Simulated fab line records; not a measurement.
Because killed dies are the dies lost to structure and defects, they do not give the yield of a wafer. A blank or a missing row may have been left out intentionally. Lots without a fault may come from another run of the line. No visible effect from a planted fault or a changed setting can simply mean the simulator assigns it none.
Which tool was responsible? || flow gf180mcu || 42 wafers from 14 lots sampled at 4 of the route's 602 steps

== WHAT THE GAUGES SHOWED, per wafer ==
GF_HV_LDD_TW_MEAS_11.
{"lot": "L492", "measured": "day 10 00:56", "on": "filmMetro-03", "HV_LDD_TW": "2402 2401 2417"}
{"lot": "L493", "measured": "day 10 06:23", "on": "filmMetro-04", "HV_LDD_TW": "2415 2403 2402"}
{"lot": "L495", "measured": "day 10 23:47", "on": "filmMetro-01", "HV_LDD_TW": "2392 2393 2365"}
{"lot": "L496", "measured": "day 11 07:28", "on": "filmMetro-04", "HV_LDD_TW": "2412 2416 2423"}
{"lot": "L497", "measured": "day 11 15:01", "on": "filmMetro-04", "HV_LDD_TW": "2415 2406 2414"}
{"lot": "L498", "measured": "day 11 17:37", "on": "filmMetro-01", "HV_LDD_TW": "2392 2394 2380"}
{"lot": "L499", "measured": "day 12 02:10", "on": "filmMetro-01", "HV_LDD_TW": "2382 2383 2377"}
{"lot": "L501", "measured": "day 12 19:04", "on": "filmMetro-01", "HV_LDD_TW": "2372 2371 2382"}
{"lot": "L503", "measured": "day 13 12:49", "on": "filmMetro-01", "HV_LDD_TW": "2369 2374 2376"}
{"lot": "L504", "measured": "day 13 17:46", "on": "filmMetro-04", "HV_LDD_TW": "2394 2399 2404"}
{"lot": "L506", "measured": "day 14 08:31", "on": "filmMetro-04", "HV_LDD_TW": "2378 2394 2389"}
{"lot": "L509", "measured": "day 15 04:52", "on": "filmMetro-04", "HV_LDD_TW": "2400 2407 2405"}
{"lot": "L513", "measured": "day 16 07:32", "on": "filmMetro-04", "HV_LDD_TW": "2389 2407 2400"}
{"lot": "L515", "measured": "day 17 02:53", "on": "filmMetro-03", "HV_LDD_TW": "2382 2402 2403"}

GF_PSD_OVL_MEAS_08.
{"lot": "L492", "measured": "day 14 02:43", "on": "overlay-01", "PSD_OVL (nm)": "-1.2 -0.3 0.7"}
{"lot": "L493", "measured": "day 14 11:16", "on": "overlay-01", "PSD_OVL (nm)": "2.7 4.1 3.7"}
{"lot": "L495", "measured": "day 15 08:37", "on": "overlay-01", "PSD_OVL (nm)": "2.1 1.2 0.8"}
{"lot": "L496", "measured": "day 15 18:32", "on": "overlay-02", "PSD_OVL (nm)": "2.2 3.4 3.5"}
{"lot": "L497", "measured": "day 16 00:40", "on": "overlay-01", "PSD_OVL (nm)": "0.6 1.3 0.1"}
{"lot": "L498", "measured": "day 16 03:55", "on": "overlay-02", "PSD_OVL (nm)": "0.5 0.2 0.1"}
{"lot": "L499", "measured": "day 16 14:16", "on": "overlay-01", "PSD_OVL (nm)": "1.6 1.4 1.6"}
{"lot": "L501", "measured": "day 17 11:49", "on": "overlay-02", "PSD_OVL (nm)": "3.7 4.7 2.9"}
{"lot": "L503", "measured": "day 18 09:20", "on": "overlay-01", "PSD_OVL (nm)": "0.9 -0.4 -0.3"}
{"lot": "L504", "measured": "day 18 12:25", "on": "overlay-01", "PSD_OVL (nm)": "-0.7 -0.7 0.9"}
{"lot": "L506", "measured": "day 19 05:43", "on": "overlay-02", "PSD_OVL (nm)": "-1.6 -2.0 -2.9"}
{"lot": "L509", "measured": "day 20 05:16", "on": "overlay-01", "PSD_OVL (nm)": "-3.7 -2.9 -2.8"}
{"lot": "L513", "measured": "day 21 08:41", "on": "overlay-01", "PSD_OVL (nm)": "-1.1 -0.3 1.2"}
{"lot": "L515", "measured": "day 22 04:08", "on": "overlay-02", "PSD_OVL (nm)": "1.3 1.5 2.4"}

== WHAT TOOL EACH LOT RAN ON (gives the tool, then ch and the chambers of the sampled wafers, and finally the start) ==
{"lot": "L492", "GF_HV_LDD_STRIP_49": "plasmaAsher-01 ch 0,1, day 12 08:02", "GF_HV_LDD_CLEAN_51": "wetBench-01 ch 0, day 12 08:11"}
{"lot": "L493", "GF_HV_LDD_STRIP_49": "plasmaAsher-02 ch 0,1, day 12 15:22", "GF_HV_LDD_CLEAN_51": "wetBench-04 ch 0, day 12 15:31"}
{"lot": "L495", "GF_HV_LDD_STRIP_49": "plasmaAsher-02 ch 0,1, day 13 10:02", "GF_HV_LDD_CLEAN_51": "wetBench-04 ch 1, day 13 10:11"}
{"lot": "L496", "GF_HV_LDD_STRIP_49": "plasmaAsher-02 ch 0,1, day 13 18:37", "GF_HV_LDD_CLEAN_51": "wetBench-02 ch 1, day 13 18:46"}
{"lot": "L497", "GF_HV_LDD_STRIP_49": "plasmaAsher-02 ch 0,1, day 14 03:07", "GF_HV_LDD_CLEAN_51": "wetBench-04 ch 2, day 14 03:17"}
{"lot": "L498", "GF_HV_LDD_STRIP_49": "plasmaAsher-02 ch 0,1, day 14 05:34", "GF_HV_LDD_CLEAN_51": "wetBench-04 ch 1, day 14 05:43"}
{"lot": "L499", "GF_HV_LDD_STRIP_49": "plasmaAsher-02 ch 0,1, day 14 14:58", "GF_HV_LDD_CLEAN_51": "wetBench-02 ch 3, day 14 15:07"}
{"lot": "L501", "GF_HV_LDD_STRIP_49": "plasmaAsher-01 ch 0, day 15 09:56", "GF_HV_LDD_CLEAN_51": "wetBench-02 ch 3, day 15 10:06"}
{"lot": "L503", "GF_HV_LDD_STRIP_49": "plasmaAsher-02 ch 0,1, day 16 08:10", "GF_HV_LDD_CLEAN_51": "wetBench-02 ch 1, day 16 08:20"}
{"lot": "L504", "GF_HV_LDD_STRIP_49": "plasmaAsher-02 ch 0,1, day 16 11:24", "GF_HV_LDD_CLEAN_51": "wetBench-04 ch 3, day 16 11:34"}
{"lot": "L506", "GF_HV_LDD_STRIP_49": "plasmaAsher-04 ch 0,1, day 17 02:52", "GF_HV_LDD_CLEAN_51": "wetBench-04 ch 3, day 17 03:02"}
{"lot": "L509", "GF_HV_LDD_STRIP_49": "plasmaAsher-01 ch 0,1, day 18 01:42", "GF_HV_LDD_CLEAN_51": "wetBench-04 ch 1, day 18 01:52"}
{"lot": "L513", "GF_HV_LDD_STRIP_49": "plasmaAsher-02 ch 0,1, day 19 04:46", "GF_HV_LDD_CLEAN_51": "wetBench-04 ch 2, day 19 04:56"}
{"lot": "L515", "GF_HV_LDD_STRIP_49": "plasmaAsher-01 ch 0,1, day 20 01:22", "GF_HV_LDD_CLEAN_51": "wetBench-01 ch 2, day 20 01:32"}
- GF_HV_LDD_STRIP_49: strips in O2/N2.
- GF_HV_LDD_CLEAN_51: cleans in SC1/SC2, time 150 s.

== AS READ BY THE TOOLS THEMSELVES (means over the sampled wafers that have a number; for cases with no such wafer, the mark the record gives instead) ==
GF_HV_LDD_STRIP_49.
{"lot": "L492", "tool": "plasmaAsher-01", "drypumpMotorCurrentA (A)": 5.3, "heaterPowerW (W)": 279, "oesProductAu (a.u.)": 0.715, "stripTimeToEndpointS (s)": 12.621}
{"lot": "L493", "tool": "plasmaAsher-02", "drypumpMotorCurrentA (A)": 5.9, "heaterPowerW (W)": 325, "oesProductAu (a.u.)": 0.719, "stripTimeToEndpointS (s)": 12.627}
{"lot": "L495", "tool": "plasmaAsher-02", "drypumpMotorCurrentA (A)": 5.9, "heaterPowerW (W)": 330, "oesProductAu (a.u.)": 0.716, "stripTimeToEndpointS (s)": 12.641}
{"lot": "L496", "tool": "plasmaAsher-02", "drypumpMotorCurrentA (A)": 5.9, "heaterPowerW (W)": 332, "oesProductAu (a.u.)": 0.719, "stripTimeToEndpointS (s)": 12.651}
{"lot": "L497", "tool": "plasmaAsher-02", "drypumpMotorCurrentA (A)": 5.9, "heaterPowerW (W)": 332, "oesProductAu (a.u.)": 0.719, "stripTimeToEndpointS (s)": 12.632}
{"lot": "L498", "tool": "plasmaAsher-02", "drypumpMotorCurrentA (A)": 5.9, "heaterPowerW (W)": 331, "oesProductAu (a.u.)": 0.713, "stripTimeToEndpointS (s)": 12.637}
{"lot": "L499", "tool": "plasmaAsher-02", "drypumpMotorCurrentA (A)": 5.7, "heaterPowerW (W)": 357, "oesProductAu (a.u.)": 0.712, "stripTimeToEndpointS (s)": 12.589}
{"lot": "L501", "tool": "plasmaAsher-01", "drypumpMotorCurrentA (A)": 5.6, "heaterPowerW (W)": 281, "oesProductAu (a.u.)": 0.717, "stripTimeToEndpointS (s)": 12.607}
{"lot": "L503", "tool": "plasmaAsher-02", "drypumpMotorCurrentA (A)": 5.7, "heaterPowerW (W)": 364, "oesProductAu (a.u.)": 0.716, "stripTimeToEndpointS (s)": 12.562}
{"lot": "L504", "tool": "plasmaAsher-02", "drypumpMotorCurrentA (A)": 5.9, "heaterPowerW (W)": 326, "oesProductAu (a.u.)": 0.711, "stripTimeToEndpointS (s)": 12.605}
{"lot": "L506", "tool": "plasmaAsher-04", "drypumpMotorCurrentA (A)": 4.9, "heaterPowerW (W)": 307, "oesProductAu (a.u.)": 0.715, "stripTimeToEndpointS (s)": 12.629}
{"lot": "L509", "tool": "plasmaAsher-01", "drypumpMotorCurrentA (A)": 5.3, "heaterPowerW (W)": 274, "oesProductAu (a.u.)": 0.722, "stripTimeToEndpointS (s)": 12.613}
{"lot": "L513", "tool": "plasmaAsher-02", "drypumpMotorCurrentA (A)": 5.9, "heaterPowerW (W)": 336, "oesProductAu (a.u.)": 0.717, "stripTimeToEndpointS (s)": 12.627}
{"lot": "L515", "tool": "plasmaAsher-01", "drypumpMotorCurrentA (A)": 5.1, "heaterPowerW (W)": 280, "oesProductAu (a.u.)": 0.716, "stripTimeToEndpointS (s)": 12.659}

GF_HV_LDD_CLEAN_51.
{"lot": "L492", "tool": "wetBench-01", "bathGuardTempC (C)": 70.1, "bathHeatDutyPct (%)": 12.8, "runLengthS (s)": 176}
{"lot": "L493", "tool": "wetBench-04", "bathGuardTempC (C)": 70.1, "bathHeatDutyPct (%)": 13.5, "runLengthS (s)": 182}
{"lot": "L495", "tool": "wetBench-04", "bathGuardTempC (C)": 69.3, "bathHeatDutyPct (%)": 11.5, "runLengthS (s)": 175}
{"lot": "L496", "tool": "wetBench-02", "bathGuardTempC (C)": 70.2, "bathHeatDutyPct (%)": 14.5, "runLengthS (s)": 175}
{"lot": "L497", "tool": "wetBench-04", "bathGuardTempC (C)": 70.7, "bathHeatDutyPct (%)": 15.5, "runLengthS (s)": 175}
{"lot": "L498", "tool": "wetBench-04", "bathGuardTempC (C)": 69.4, "bathHeatDutyPct (%)": 11.9, "runLengthS (s)": 175}
{"lot": "L499", "tool": "wetBench-02", "bathGuardTempC (C)": 70.3, "bathHeatDutyPct (%)": 11.8, "runLengthS (s)": 183}
{"lot": "L501", "tool": "wetBench-02", "bathGuardTempC (C)": 70.4, "bathHeatDutyPct (%)": 12.6, "runLengthS (s)": 184}
{"lot": "L503", "tool": "wetBench-02", "bathGuardTempC (C)": 70.1, "bathHeatDutyPct (%)": 14.1, "runLengthS (s)": 175}
{"lot": "L504", "tool": "wetBench-04", "bathGuardTempC (C)": 69.9, "bathHeatDutyPct (%)": 14.1, "runLengthS (s)": 174}
{"lot": "L506", "tool": "wetBench-04", "bathGuardTempC (C)": 70.0, "bathHeatDutyPct (%)": 14.2, "runLengthS (s)": 181}
{"lot": "L509", "tool": "wetBench-04", "bathGuardTempC (C)": 69.2, "bathHeatDutyPct (%)": 11.5, "runLengthS (s)": 162}
{"lot": "L513", "tool": "wetBench-04", "bathGuardTempC (C)": 70.9, "bathHeatDutyPct (%)": 15.4, "runLengthS (s)": 162}
{"lot": "L515", "tool": "wetBench-01", "bathGuardTempC (C)": 70.2, "bathHeatDutyPct (%)": 12.2, "runLengthS (s)": 182}

== THE ANSWER, worked out from the rows above alone ==
Rule: the lots themselves supply what counts as usual. Put in order of their means at a reading, lots are off if they are a third of the lots or fewer, leave a main group of 4 or more, and stand apart from it by a gap of 3 or more times the standard deviation of the main group's means; of several such gaps the widest counts. The tables above print the reading to a certain number of digits; a main group whose means all agree to those digits is not used. Also off: a lot with no number at a reading for which 4 or more lots have one. Any other lot the step has rows for is counted as sound. Order of review: gauges by route order, followed by the tools' own readings, for which a lot's mean as printed above is used. At the first step where some lot is off, the reading lying furthest off is the one used; lots without a number count as furthest.
Off: L509, L513, at GF_HV_LDD_CLEAN_51 (runLengthS). Main group: mean 178 s, sd 3.7.
A tool fits if, at that step or a process step before it, it ran every lot that is off, and no sound lot after the first of them. One candidate fits, namely wetBench-04 at GF_HV_LDD_CLEAN_51. A fault onset in the window from L506 (day 17 03:02, its last sound lot) to L509 (day 18 01:52, its first lot off) fits.

== WHAT THE SIMULATOR HAD PUT IN ==
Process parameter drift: wetBench-04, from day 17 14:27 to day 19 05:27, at GF_HV_LDD_CLEAN_51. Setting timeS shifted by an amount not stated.
Lots struck among those shown: L509, L513. This agrees with what the rule above found.
